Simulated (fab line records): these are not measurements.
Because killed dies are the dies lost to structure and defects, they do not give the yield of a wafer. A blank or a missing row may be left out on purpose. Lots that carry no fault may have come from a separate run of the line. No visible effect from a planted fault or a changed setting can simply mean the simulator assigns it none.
Struck lot and sound lot, side by side	flow gf180mcu	15 out of 602 route steps
Sound: the wafers L105.1, L105.5, L105.6. Struck: wafer L998.6 (L998.2, L998.5, from the same lot, were not struck and are left out); the cause is given at the end.
Per side, at each step with rows, come the tool, then ch with its chambers, and then its first start. Under that, the readings that differ: sound wafers	struck wafers	difference of the means	sigmas: that difference in standard deviations of wafers without a fault.
alike: readings with means less than 2 such deviations apart, plus words and numbers identical on both sides. not compared: withheld readings, readings lacking a value on some wafer, bounds such as >300 that could conceal the same value, and numbers that have no deviation in the record and whose values overlap.
The two part at a step that has a row with sigmas, a row that says differs or no value, or rows on one side only. Non-overlapping numbers with no deviation appear without sigmas and do not part them. Lack of a reading on every wafer of one side parts them only where that side has two or more wafers.

GF_M4_SPUTTER_04: material TiN, target thk 50 nm, time 41.7 s.
  sound: pvdSputter-03 at day 29 02:28; struck: pvdSputter-02 at day 27 01:29
  alike: throttleValvePct
GF_M4_RS_MEAS_05: a four-point-probe measurement.
  sound: filmMetro-04 at day 29 02:30; struck: filmMetro-04 at day 27 01:33
  alike: M4_ALCU_RS
GF_M4_THK_MEAS_06: measures by xrf.
  sound: filmMetro-04 at day 29 02:37; struck: filmMetro-04 at day 27 01:40
  alike: M4_ALCU_THK
then, 7 steps without rows for these wafers: GF_M4_DEHYDRATE_07 (time 60 s); GF_M4_HMDS_08 (prime time 60 s); GF_M4_COAT_09 (resist thk 1000 nm); GF_M4_SOFTBAKE_10 (time 60 s); GF_M4_EXPOSE_11 (exposes mask Metal4, target cd 280 nm); GF_M4_PEB_12 (peb time 90 s); GF_M4_DEVELOP_13 (develop time 60 s).
GF_M4_CD_MEAS_14 targets a cd of 280 nm.
  sound: cdSem-02 at day 29 21:01; struck: cdSem-02 at day 27 21:23
  alike: cdNm
GF_M4_OVL_MEAS_15:
  sound: overlay-01 at day 29 21:08; struck: overlay-02 at day 27 21:29
  alike: M4_OVL
GF_M4_METAL_ETCH_16: etches the open film in Cl2/BCl3, stops on SiO2, target depth 750.8 nm, time 125.1 s.
  sound on rieMetal-01 ch 0, day 29 21:10; struck on rieMetal-02 ch 0, day 27 21:31
reading	sound	struck	difference	sigmas
oesProductAu (a.u.)	0.988 0.993 0.992	0.788	-0.203	-40
throttleValvePct (%)	28.232 28.215 28.223	28.430	+0.207	+23
model.KrF_of_M4_COAT_09.thkNm (nm)	684.6 682.2 684	779.1	+95.5	
  alike: drypumpMotorCurrentA, mfcCl2Sccm
  not compared: rfHoursCounterH
GF_M4_STRIP_17: strips in O2/N2.
  sound on plasmaAsher-04 ch 0,1, day 29 21:26; struck on plasmaAsher-03 ch 0, day 27 21:38
reading	sound	struck	difference	sigmas
oesProductAu (a.u.)	0.536 0.542 0.538	0.579	+0.040	+8
stripTimeToEndpointS (s)	7.38 7.36 7.39	8.29	+0.91	+21
  alike: drypumpMotorCurrentA, heaterPowerW, n2FlowSccm
  not compared: rfHoursCounterH
then, 1 step without rows for these wafers: GF_M4_STRIP_18 (strips in post etch residue remover, time 1200 s).

WHERE THEY PART
Earliest at GF_M4_METAL_ETCH_16; latest, in this record, at GF_M4_STRIP_17.

WHY: what the simulator had put in
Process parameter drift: rieMetal-02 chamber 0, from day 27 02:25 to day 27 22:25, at GF_M4_METAL_ETCH_16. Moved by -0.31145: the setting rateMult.
